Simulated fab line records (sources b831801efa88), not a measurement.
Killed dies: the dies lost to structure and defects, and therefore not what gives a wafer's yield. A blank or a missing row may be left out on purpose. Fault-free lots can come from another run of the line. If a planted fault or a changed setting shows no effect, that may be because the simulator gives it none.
Which tool was responsible? -- flow sky130 -- 15 lots, 45 wafers sampled, at 5 steps of a route of 708

== WHAT THE GAUGES READ, wafer by wafer ==
SKY_NWELL_OVL_MEAS_10. Usual: NWELL_00_OVL 0.6 nm, standard deviation 1.2.
lot,measured,on,NWELL_00_OVL (nm),flag
L904,day 4 15:12,overlay-02,0.9 -0.8 -0.5,
L905,day 4 17:15,overlay-01,1.2 2.0 1.8,
L906,day 5 03:15,overlay-01,-0.2 0.1 1.0,
L907,day 5 07:42,overlay-02,-1.3 -0.1 -1.2,
L908,day 5 09:22,overlay-02,-1.7 -0.3 -0.2,
L910,day 6 01:37,overlay-02,1.2 0.5 1.5,
L911,day 6 09:16,overlay-01,0.2 1.1 1.9,
L912,day 6 11:30,overlay-02,-2.2 -0.7 -1.1,
L914,day 6 21:19,overlay-02,-0.4 0.5 -0.9,
L915,day 7 08:00,overlay-01,2.2 1.3 1.6,
L916,day 7 10:03,overlay-01,0.3 1.7 0.8,
L923,day 9 01:45,overlay-01,-0.1 -1.3 -0.5,
L924,day 9 09:14,overlay-02,2.2 2.5 0.3,
L925,day 9 14:21,overlay-02,2.0 1.5 3.9,
L927,day 10 04:14,overlay-02,-0.2 -0.4 0.7,

SKY_VT_ADJUST_HVTP_TW_MEAS_11. Usual: VT_ADJUST_HVTP_TW 1357, standard deviation 12.
lot,measured,on,VT_ADJUST_HVTP_TW,flag
L904,day 6 03:54,filmMetro-04,1357 1353 1358,
L905,day 6 06:59,filmMetro-04,1357 1361 1357,
L906,day 6 17:30,filmMetro-04,1356 1360 1367,
L907,day 6 22:05,filmMetro-04,1363 1359 1360,
L908,day 6 23:53,filmMetro-04,1369 1354 1357,
L910,day 7 17:41,filmMetro-04,1374 1389 1383,
L911,day 8 01:44,filmMetro-01,1353 1345 1345,
L912,day 8 05:14,filmMetro-04,1368 1369 1371,
L914,day 8 14:20,filmMetro-04,1367 1359 1366,
L915,day 9 03:09,filmMetro-01,1351 1353 1353,
L916,day 9 03:57,filmMetro-02,1345 1338 1344,
L923,day 10 23:35,filmMetro-04,1361 1370 1369,
L924,day 11 07:03,filmMetro-02,1334 1339 1342,
L925,day 11 13:10,filmMetro-01,1354 1350 1358,
L927,day 12 05:04,filmMetro-04,1379 1381 1373,

SKY_VT_ADJUST_LVTN_TW_MEAS_21. Usual: VT_ADJUST_LVTN_2_TW 188.2, standard deviation 1.5.
lot,measured,on,VT_ADJUST_LVTN_2_TW,flag
L904,day 7 18:52,filmMetro-03,188.6 188.8 187.6,
L905,day 7 22:08,filmMetro-04,190.1 191.3 190.8,
L906,day 8 09:16,filmMetro-01,187.9 187.4 186.6,
L907,day 8 13:44,filmMetro-04,190.3 190.2 189.8,
L908,day 8 15:42,filmMetro-01,187.2 186.6 187.1,
L910,day 9 11:29,filmMetro-01,187.5 187.8 187.6,
L911,day 9 20:54,filmMetro-03,187.9 187.3 187.3,
L912,day 9 23:54,filmMetro-03,187.9 187.7 187.2,
L914,day 10 10:19,filmMetro-04,189.1 188.9 189.5,
L915,day 10 23:47,filmMetro-03,187.8 186.4 186.5,
L916,day 11 00:48,filmMetro-01,188.6 188.0 188.2,
L923,day 12 23:57,filmMetro-03,186.6 186.5 186.5,
L924,day 13 08:17,filmMetro-04,190.2 189.7 190.2,
L925,day 13 16:52,filmMetro-01,188.0 188.6 188.1,
L927,day 14 09:34,filmMetro-04,190.4 189.8 190.8,

== WHICH TOOL RAN EACH LOT (tool, then ch and the chambers of the sampled wafers, then the start) ==
lot,SKY_VT_ADJUST_LVTN_COAT_13,SKY_VT_ADJUST_LVTN_STRIP_20
L904,"lithoTrack-03 ch 0, day 7 08:36","plasmaAsher-03 ch 0,1, day 7 18:46"
L905,"lithoTrack-04 ch 0, day 7 12:19","plasmaAsher-01 ch 0, day 7 22:02"
L906,"lithoTrack-04 ch 0, day 7 22:01","plasmaAsher-03 ch 0,1, day 8 09:10"
L907,"lithoTrack-03 ch 0, day 8 03:21","plasmaAsher-01 ch 0,1, day 8 13:38"
L908,"lithoTrack-01 ch 0, day 8 05:20","plasmaAsher-02 ch 0,1, day 8 15:35"
L910,"lithoTrack-01 ch 0, day 9 00:01","plasmaAsher-01 ch 0,1, day 9 11:23"
L911,"lithoTrack-01 ch 0, day 9 09:52","plasmaAsher-01 ch 0,1, day 9 20:48"
L912,"lithoTrack-01 ch 0, day 9 12:23","plasmaAsher-01 ch 0,1, day 9 23:47"
L914,"lithoTrack-01 ch 0, day 9 22:14","plasmaAsher-01 ch 0, day 10 10:12"
L915,"lithoTrack-04 ch 0, day 10 12:31","plasmaAsher-02 ch 0,1, day 10 23:41"
L916,"lithoTrack-01 ch 0, day 10 13:25","plasmaAsher-01 ch 0,1, day 11 00:42"
L923,"lithoTrack-04 ch 0, day 12 11:16","plasmaAsher-01 ch 0,1, day 12 23:51"
L924,"lithoTrack-04 ch 0, day 12 19:22","plasmaAsher-02 ch 0,1, day 13 08:11"
L925,"lithoTrack-04 ch 0, day 13 02:31","plasmaAsher-03 ch 0,1, day 13 16:46"
L927,"lithoTrack-03 ch 0, day 13 19:56","plasmaAsher-02 ch 0,1, day 14 09:27"
- SKY_VT_ADJUST_LVTN_COAT_13: resist thk 1140 nm.
- SKY_VT_ADJUST_LVTN_STRIP_20: strips in O2/N2.

== AS READ BY THE TOOLS THEMSELVES (means over the sampled wafers that have a number; for cases with no such wafer, the mark the record gives instead) ==
SKY_VT_ADJUST_LVTN_COAT_13. Usual: 3000.1 rpm for spinSpeedRpm, sd 2.1.
lot,tool,spinSpeedRpm (rpm),flag
L904,lithoTrack-03,3003.0,
L905,lithoTrack-04,2997.8,
L906,lithoTrack-04,2999.4,
L907,lithoTrack-03,3000.3,
L908,lithoTrack-01,3001.1,
L910,lithoTrack-01,3001.5,
L911,lithoTrack-01,3002.8,
L912,lithoTrack-01,3000.4,
L914,lithoTrack-01,3000.5,
L915,lithoTrack-04,3001.9,
L916,lithoTrack-01,2999.7,
L923,lithoTrack-04,3163.3,OFF
L924,lithoTrack-04,3163.6,OFF
L925,lithoTrack-04,3160.4,OFF
L927,lithoTrack-03,3000.7,

SKY_VT_ADJUST_LVTN_STRIP_20. Usual: drypumpMotorCurrentA 5.6 A, standard deviation 0.5; oesProductAu 0.715 a.u., standard deviation 0.0042; stripTimeToEndpointS 14.16 s, standard deviation 0.039.
lot,tool,drypumpMotorCurrentA (A),oesProductAu (a.u.),stripTimeToEndpointS (s),flag
L904,plasmaAsher-03,6.0,0.714,14.20,
L905,plasmaAsher-01,4.9,0.713,14.16,
L906,plasmaAsher-03,6.0,0.719,14.12,
L907,plasmaAsher-01,5.3,0.715,14.19,
L908,plasmaAsher-02,5.2,0.722,14.14,
L910,plasmaAsher-01,5.7,0.714,14.13,
L911,plasmaAsher-01,5.3,0.711,14.11,
L912,plasmaAsher-01,5.7,0.716,14.17,
L914,plasmaAsher-01,4.9,0.720,14.10,
L915,plasmaAsher-02,5.1,0.715,14.18,
L916,plasmaAsher-01,5.3,0.717,14.20,
L923,plasmaAsher-01,5.6,0.718,13.81,OFF
L924,plasmaAsher-02,5.3,0.716,13.79,OFF
L925,plasmaAsher-03,5.9,0.719,13.84,OFF
L927,plasmaAsher-02,5.3,0.716,14.19,

== THE ANSWER, worked out from the rows above alone ==
Rule: take the mean of a lot's wafers that have a number; if it is more than 3 standard deviations from the usual mean, the lot is off. Also off: a lot with no number at a reading for which 4 or more lots have one. The other lots that the step has rows for count as sound. First the gauges in route order, then the tools' own readings, where a lot's mean is used as printed above. The first step at which some lot is off is used, and at that step the reading that is off furthest; a lot without a number counts as furthest.
Off: L923, L924, L925, at SKY_VT_ADJUST_LVTN_COAT_13 (spinSpeedRpm).
If a tool, at that step or one of the process steps before it, ran each lot that is off and ran no sound lot following the first of them, it fits. One fits: lithoTrack-04 at SKY_VT_ADJUST_LVTN_COAT_13. Its last sound lot is L915 (day 10 12:31), its first lot that is off L923 (day 12 11:16): a fault that began between those two fits.
On the lots that are off, the tool's own readings at SKY_VT_ADJUST_LVTN_COAT_13 differ by more than 5 times the standard deviation of the sound lots' means, which bears it out; spinSpeedRpm reads 3162.4 rpm there versus 3000.8 rpm on the sound lots.

== WHAT WAS PUT IN BY THE SIMULATOR ==
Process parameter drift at SKY_VT_ADJUST_LVTN_COAT_13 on lithoTrack-04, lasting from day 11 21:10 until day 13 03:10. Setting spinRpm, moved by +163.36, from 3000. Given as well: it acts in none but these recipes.
Lots struck among those shown: L923, L924, L925. The rule above reached the same finding.
